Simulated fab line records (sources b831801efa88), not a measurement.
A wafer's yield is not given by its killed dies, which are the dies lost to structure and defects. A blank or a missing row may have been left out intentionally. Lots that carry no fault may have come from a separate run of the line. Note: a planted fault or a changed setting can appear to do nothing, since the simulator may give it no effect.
A lot that was struck, set against a sound lot | flow sky130 | 16 steps out of a route of 708
Sound: these wafers, L163.3, L163.4, L163.5. Struck: wafers L156.2, L156.6. (L156.4 of the same lot was not struck and is left out.) The cause comes at the end.
For every step that has rows: the tool of each side, followed by ch and its chambers, followed by its first start. Under that, the readings that differ: sound wafers | struck wafers | difference of the means | sigmas: that difference in standard deviations of wafers without a fault.
alike: a reading whose means differ by less than 2 such deviations, as well as words and numbers matching on both sides. not compared: withheld readings; readings where some wafer has no value; bounds like >300 that might hide an equal value; numbers whose values overlap and for which the record gives no deviation.
Wherever a step has rows on one side only, a row that says differs or no value, or a row with sigmas, the two part there. Numbers that don't overlap but have no deviation are shown without sigmas and don't part them. A reading that every wafer of one side lacks parts them only if that side has two wafers or more.

SKY_CAPM_THK_MEAS_01:
  sound: film_metro-01 at day 42 03:00; struck: film_metro-01 at day 40 18:17
  alike: CAPM_CVD_00_THK
SKY_CAPM_SPUTTER_02: material TiN, target thk 200 nm, time 166.7 s.
  sound: pvd_sputter-03 at day 42 03:02; struck: pvd_sputter-03 at day 40 18:20
  alike: throttle_valve_pct
SKY_CAPM_RS_MEAS_03: a four-point-probe measurement.
  sound: film_metro-01 at day 42 03:11; struck: film_metro-04 at day 40 18:28
  alike: CAPM_TIN_RS
SKY_CAPM_THK_MEAS_04: measures by xrf.
  sound: film_metro-01 at day 42 03:17; struck: film_metro-04 at day 40 18:35
  alike: CAPM_TIN_THK
then, 7 steps without rows for these wafers: SKY_CAPM_DEHYDRATE_05 (time 60 s); SKY_CAPM_HMDS_06 (prime time 60 s); SKY_CAPM_COAT_07 (resist thk 1140 nm); SKY_CAPM_SOFTBAKE_08 (time 60 s); SKY_CAPM_EXPOSE_09 (exposes mask CAPM, target cd 1000 nm); SKY_CAPM_PEB_10; SKY_CAPM_DEVELOP_11 (develop time 60 s).
SKY_CAPM_OVL_MEAS_12:
  sound: overlay-01 at day 43 01:52; struck: overlay-01 at day 41 17:58
  alike: CAPM_OVL
SKY_CAPM_METAL_ETCH_13: etches TiN in Cl2/BCl3, stops on SiO2, target depth 220 nm, time 62.9 s.
  sound on rie_metal-01 ch 0,1, day 43 01:55; struck on rie_metal-03 ch 0,1, day 41 18:00
  reading                                   | sound                | struck        | difference | sigmas
  oes_product_au (a.u.)                     | 0.950 0.938 0.951    | 0.899 0.892   | -0.051     | -6
  throttle_valve_pct (%)                    | 21.894 21.897 21.895 | 21.941 21.947 | +0.049     | +5
  model.NOVOLAK_of_CAPM_COAT_07.thk_nm (nm) | 986.3 995.6 988.1    | 1021 1022     | +32        |
  model.etch.depth_nm (nm)                  | 203 202 203.7        | 182.4 180.5   | -21.5      |
  model.CAPM.feature_depth_nm (nm)          | 203 202 203.7        | 182.4 180.5   | -21.5      |
  alike: drypump_motor_current_A
  not compared: rf_hours_counter_h
SKY_CAPM_STRIP_14: strips in O2/N2.
  sound on plasma_asher-03 ch 0,1, day 43 01:59; struck on plasma_asher-04 ch 1, day 41 18:04
  reading                      | sound             | struck      | difference | sigmas
  strip_time_to_endpoint_s (s) | 12.58 12.69 12.59 | 12.90 12.92 | +0.29      | +6
  alike: drypump_motor_current_A, oes_product_au
  not compared: rf_hours_counter_h
then, 1 step without rows for these wafers: SKY_CAPM_STRIP_15 (strips in post etch residue remover, time 1200 s).
-- the record jumps here: 8 days lie between the struck wafers' starts before and after (it left off in module CAPM and takes up again in module PAD_OPEN, whose first step shown is number 708 of the route) --
SKY_PAD_OPEN_PROBE_99:
  sound: prober-01 at day 50 05:07; struck: prober-01 at day 49 08:12
  reading                  | sound          | struck    | difference | sigmas
  defect_limited_yield (%) | 81.5 82.5 80.5 | 0 0       | -82        | -45
  killed_at_other          | 0 0 0          | 398 420   | +409       | +99 or more
  killed_dies              | 91 86 96       | 492 492   | +401       | +46
  killed_on_rim            | 13 14 26       | 96 96     | +78        | +20
  sort_bin_3_pad_short (%) | 1.0 0.6 0.6    | 81.7 87.0 | +83.6      | +99 or more
  sort_n_pass              | 401 406 396    | 0 0       | -401       | -46
  sort_yield_pct (%)       | 81.5 82.5 80.5 | 0 0       | -82        | -45
  alike: killed_at_M0_to_M3, killed_at_M4_up, killed_at_contacts, killed_at_front_end, killed_open, killed_short, sort_bin_5_function, sort_bin_6_memory

## WHERE THEY PART
Earliest at SKY_CAPM_METAL_ETCH_13; latest, in this record, at SKY_PAD_OPEN_PROBE_99.

WHY: whatever the simulator had introduced
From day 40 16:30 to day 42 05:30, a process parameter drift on rie_metal-03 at SKY_CAPM_METAL_ETCH_13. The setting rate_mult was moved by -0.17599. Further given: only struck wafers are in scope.
